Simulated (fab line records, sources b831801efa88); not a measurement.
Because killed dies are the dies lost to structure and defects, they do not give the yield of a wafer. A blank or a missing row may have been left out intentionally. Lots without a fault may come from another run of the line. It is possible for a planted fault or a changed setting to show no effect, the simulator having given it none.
One fault through the eyes of 2 desks ; flow sky130 ; numbers are kept per desk, each desk with only its own; the story behind them comes last

DESK OF THE TOOL OWNER: plasmaAsher-01
The tool's own readings at SKY_METAL3_STRIP_19 (strips in O2/N2): means of the sampled wafers that have a number, for each lot that ran on this tool. If a lot's mean is further than 4 standard deviations from the usual mean, the lot is out of limits and carries the mark OUT (the distance appears in the brackets).
Columns: A = drypumpMotorCurrentA at SKY_METAL3_STRIP_19, usual 5.7 A; B = o2FlowSccm at SKY_METAL3_STRIP_19, usual 3000 sccm; C = oesProductAu at SKY_METAL3_STRIP_19, usual 0.507 a.u.; D = stripTimeToEndpointS at SKY_METAL3_STRIP_19, usual 6.66 s
lot;first seen here;A;B;C;D
L578;day 38 23:20;5.6;2994;0.509;6.68
L585;day 41 12:04;5.7;2998;0.509;6.63
L586;day 42 06:55;5.8;3000;0.509;6.74
L587;day 42 12:38;6.0;2995;0.508;6.70
L591;day 43 04:50;5.8;2997;0.510;6.69
L592;day 43 07:49;6.0;2991;0.512;6.81
L593;day 43 16:34;5.6;3001;0.505;6.58
L594;day 43 17:04;5.8;3010;0.505;6.65
Result from this desk: across the 8 lots, nothing is out of limits.

FROM THE METROLOGY DESK
What the gauges read, lot by lot, whatever tool the lot ran on: means of the sampled wafers that have a number. If a lot's mean is further than 4 standard deviations from the usual mean, the lot is out of limits and carries the mark OUT (the distance appears in the brackets).
Columns: A = PAD_OPEN_BOW at SKY_PAD_OPEN_BOW_MEAS_13, usual 47 um
lot;first seen here;A
L578;day 46 06:08;32
L580;day 46 19:55;47
L581;day 47 08:02;38
L583;day 47 19:31;41
L585;day 48 08:02;52
L586;day 48 23:59;47
L587;day 49 04:34;41
L591;day 49 15:07;35
L592;day 49 17:51;53
L593;day 50 03:02;57
L594;day 50 04:12;49
L601;day 51 09:19;48
Result from this desk: across the 12 lots, nothing is out of limits.

BROUGHT TOGETHER
Nothing out of limits was seen by the tool owner's desk.
Nothing out of limits was seen by the metrology desk.

WHAT THE SIMULATOR PUT IN
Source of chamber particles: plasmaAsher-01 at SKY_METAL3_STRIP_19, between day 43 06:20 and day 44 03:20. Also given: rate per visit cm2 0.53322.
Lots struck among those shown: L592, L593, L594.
